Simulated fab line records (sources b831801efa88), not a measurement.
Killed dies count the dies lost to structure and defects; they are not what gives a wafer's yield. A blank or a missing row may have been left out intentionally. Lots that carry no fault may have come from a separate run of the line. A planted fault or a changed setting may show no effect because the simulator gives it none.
Which tool did it? | flow gf180mcu | Sampling: 13 lots, 39 wafers, 6 of 602 route steps

WHAT THE GAUGES SHOWED, per wafer
GF_SAB_OVL_MEAS_10. Usual: SAB_OVL -1.1 nm, standard deviation 1.6.
lot  | measured     | on         | SAB_OVL (nm)   | flag
L936 | day 15 10:46 | overlay-01 | -0.8 -0.9 -1.1 |
L937 | day 15 19:01 | overlay-02 | -1.2 -2.5 0.2  |
L939 | day 16 13:49 | overlay-01 | 1.4 -1.2 -0.8  |
L945 | day 19 00:49 | overlay-02 | -0.9 -0.4 -2.0 |
L946 | day 19 08:05 | overlay-01 | -0.9 1.2 -0.6  |
L947 | day 19 12:11 | overlay-01 | -3.7 -1.1 -3.6 |
L950 | day 20 19:26 | overlay-01 | 1.4 0.0 -0.2   |
L951 | day 21 06:15 | overlay-02 | -1.7 -2.5 -1.5 |
L952 | day 21 11:05 | overlay-02 | 0.2 -2.3 -1.4  |
L953 | day 21 17:12 | overlay-01 | -1.6 -0.7 -2.4 |
L954 | day 22 05:26 | overlay-02 | 2.5 1.6 1.6    |
L956 | day 22 15:12 | overlay-01 | -2.2 -1.7 -3.9 |
L957 | day 23 03:00 | overlay-01 | -1.0 -0.4 -1.3 |

GF_CONTACT_RS_MEAS_25: measurement is done with a four-point probe. Usual: CONTACT_W_RS 0.377 ohm/sq, standard deviation 0.0086.
lot  | measured     | on            | CONTACT_W_RS (ohm/sq) | flag
L936 | day 16 10:28 | film metro-01 | 0.382 0.369 0.379     |
L937 | day 16 19:40 | film metro-01 | 0.385 0.379 0.379     |
L939 | day 17 15:19 | film metro-03 | 0.372 0.387 0.379     |
L945 | day 20 04:19 | film metro-01 | 43.208 43.656 45.211  | OFF
L946 | day 20 11:21 | film metro-02 | 42.843 43.383 42.987  | OFF
L947 | day 20 14:43 | film metro-01 | 43.732 42.558 42.716  | OFF
L950 | day 21 22:19 | film metro-02 | 0.375 0.389 0.377     |
L951 | day 22 08:50 | film metro-01 | 0.363 0.388 0.361     |
L952 | day 22 13:31 | film metro-03 | 0.382 0.354 0.384     |
L953 | day 22 19:04 | film metro-01 | 0.376 0.381 0.382     |
L954 | day 23 07:27 | film metro-03 | 0.361 0.385 0.364     |
L956 | day 23 17:09 | film metro-03 | 0.383 0.381 0.368     |
L957 | day 24 04:06 | film metro-02 | 0.390 0.361 0.392     |

GF_CONTACT_THK_MEAS_26: measures by xrf. Usual: CONTACT_W_THK 305 nm, standard deviation 7.4.
lot  | measured     | on            | CONTACT_W_THK (nm) | flag
L936 | day 16 10:35 | film metro-01 | 304 312 304        |
L937 | day 16 19:47 | film metro-01 | 300 305 307        |
L939 | day 17 15:25 | film metro-03 | 304 291 295        |
L945 | day 20 04:25 | film metro-01 | <0 <0 <0           | OFF
L946 | day 20 11:28 | film metro-02 | <0 <0 <0           | OFF
L947 | day 20 14:50 | film metro-01 | <0 <0 <0           | OFF
L950 | day 21 22:26 | film metro-02 | 310 300 310        |
L951 | day 22 08:57 | film metro-01 | 321 298 322        |
L952 | day 22 13:37 | film metro-03 | 297 319 296        |
L953 | day 22 19:11 | film metro-01 | 309 304 302        |
L954 | day 23 07:34 | film metro-03 | 315 295 311        |
L956 | day 23 17:16 | film metro-03 | 295 298 311        |
L957 | day 24 04:12 | film metro-02 | 295 320 295        |

GF_V1_OVL_MEAS_15. Usual: V1_OVL 0 nm, standard deviation 5.8.
lot  | measured     | on         | V1_OVL (nm) | flag
L936 | day 18 11:07 | overlay-02 | 11 6 4      |
L937 | day 18 21:40 | overlay-02 | -6 -1 -9    |
L939 | day 19 17:59 | overlay-02 | 5 2 7       |
L950 | day 23 21:37 | overlay-02 | -5 -6 -2    |
L951 | day 24 09:13 | overlay-01 | -3 -9 -4    |
L952 | day 24 13:47 | overlay-01 | -9 -4 8     |
L953 | day 24 19:13 | overlay-02 | 1 -9 -4     |
L954 | day 25 06:43 | overlay-01 | 6 3 -1      |
L956 | day 25 16:07 | overlay-02 | 2 3 7       |
L957 | day 26 00:34 | overlay-02 | -3 0 -5     |

WHICH TOOL RAN EACH LOT (tool, then ch and the chambers of the sampled wafers, then the start)
lot  | GF_CONTACT_CVD_24             | GF_M1_METAL_ETCH_16
L936 | cvd w-01 ch 0,1, day 16 10:22 | rie metal-04 ch 0,1, day 17 09:58
L937 | cvd w-02 ch 1, day 16 19:34   | rie metal-03 ch 0,1, day 17 19:19
L939 | cvd w-01 ch 0,1, day 17 15:11 | rie metal-01 ch 0,1, day 18 16:01
L945 | cvd w-01 ch 0,1, day 20 04:11 | -
L946 | cvd w-02 ch 0,1, day 20 11:14 | -
L947 | cvd w-01 ch 0,1, day 20 14:37 | -
L950 | cvd w-02 ch 0,1, day 21 22:12 | rie metal-01 ch 1, day 22 22:10
L951 | cvd w-02 ch 0,1, day 22 08:44 | rie metal-01 ch 1, day 23 09:13
L952 | cvd w-02 ch 0,1, day 22 13:25 | rie metal-01 ch 0,1, day 23 13:54
L953 | cvd w-01 ch 0,1, day 22 18:58 | rie metal-03 ch 0,1, day 23 19:07
L954 | cvd w-02 ch 0,1, day 23 07:21 | rie metal-03 ch 0,1, day 24 06:40
L956 | cvd w-01 ch 0,1, day 23 17:03 | rie metal-01 ch 0,1, day 24 16:43
L957 | cvd w-02 ch 0,1, day 24 03:59 | rie metal-03 ch 0,1, day 25 02:41
- GF_CONTACT_CVD_24: deposits W, target thk 300 nm, time 90.339 s.
- GF_M1_METAL_ETCH_16: etches the open film in Cl2/BCl3, stops on SiO2, target depth 627.5 nm, time 104.6 s.

AS READ BY THE TOOLS THEMSELVES (means over the sampled wafers that have a number; for cases with no such wafer, the mark the record gives instead)
GF_CONTACT_CVD_24. Usual: chamber pressure Torr 39.99 Torr, standard deviation 0.084; heater power outer w 537 W, standard deviation 70; heater power w 884 W, standard deviation 120.
lot  | tool     | chamber pressure Torr (Torr) | heater power outer w (W) | heater power w (W) | flag
L936 | cvd w-01 | 39.95                        | 554                      | 893                |
L937 | cvd w-02 | 39.94                        | 553                      | 958                |
L939 | cvd w-01 | 39.92                        | 498                      | 802                |
L945 | cvd w-01 | -                            | -                        | -                  | OFF
L946 | cvd w-02 | -                            | -                        | -                  | OFF
L947 | cvd w-01 | -                            | -                        | -                  | OFF
L950 | cvd w-02 | 40.05                        | 539                      | 901                |
L951 | cvd w-02 | 40.10                        | 538                      | 919                |
L952 | cvd w-02 | 39.97                        | 547                      | 926                |
L953 | cvd w-01 | 39.94                        | 557                      | 908                |
L954 | cvd w-02 | 40.02                        | 552                      | 919                |
L956 | cvd w-01 | 40.01                        | 553                      | 916                |
L957 | cvd w-02 | 40.08                        | 550                      | 914                |

GF_M1_METAL_ETCH_16. Usual: chamber pressure mTorr 8.000 mTorr, standard deviation 0.008; drypump motor current A 6.0 A, standard deviation 0.45; oes product au 0.968 a.u., standard deviation 0.0065; throttle valve pct 28.253 %, standard deviation 0.011.
lot  | tool         | chamber pressure mTorr (mTorr) | drypump motor current A (A) | oes product au (a.u.) | throttle valve pct (%) | flag
L936 | rie metal-04 | 8.000                          | 6.0                         | 0.970                 | 28.250                 |
L937 | rie metal-03 | 7.994                          | 5.7                         | 0.963                 | 28.259                 |
L939 | rie metal-01 | 8.000                          | 6.0                         | 0.971                 | 28.246                 |
L950 | rie metal-01 | 7.999                          | 6.1                         | 0.975                 | 28.258                 |
L951 | rie metal-01 | 8.000                          | 6.1                         | 0.972                 | 28.250                 |
L952 | rie metal-01 | 7.996                          | 6.1                         | 0.967                 | 28.249                 |
L953 | rie metal-03 | 8.003                          | 6.2                         | 0.967                 | 28.261                 |
L954 | rie metal-03 | 7.995                          | 5.7                         | 0.975                 | 28.238                 |
L956 | rie metal-01 | 7.998                          | 6.0                         | 0.966                 | 28.258                 |
L957 | rie metal-03 | 8.001                          | 5.7                         | 0.971                 | 28.243                 |

THE ANSWER, worked out from the rows above alone
Rule: a lot is off if the mean of its wafers that have a number lies more than 3 standard deviations from the usual mean. A lot without any number at a reading at which 4 lots or more have one is off too. Where the step has rows for the other lots, those lots are counted as sound. First the gauges in route order, then the tools' own readings, where a lot's mean is used as printed above. At the first step where some lot is off, the reading lying furthest off is the one used; lots without a number count as furthest.
Off: L945, L946, L947, at GF_CONTACT_RS_MEAS_25 (CONTACT_W_RS).
If a tool, at a process step before that reading, ran all the lots that are off and no sound lot after the first of them, it fits. Not tried: the gauges at GF_CONTACT_RS_MEAS_25; whatever is off there is also off at GF_CONTACT_CVD_24, on other tools, and gauge error can't account for it. None of those tried fits.

WHAT THE SIMULATOR HAD INSERTED
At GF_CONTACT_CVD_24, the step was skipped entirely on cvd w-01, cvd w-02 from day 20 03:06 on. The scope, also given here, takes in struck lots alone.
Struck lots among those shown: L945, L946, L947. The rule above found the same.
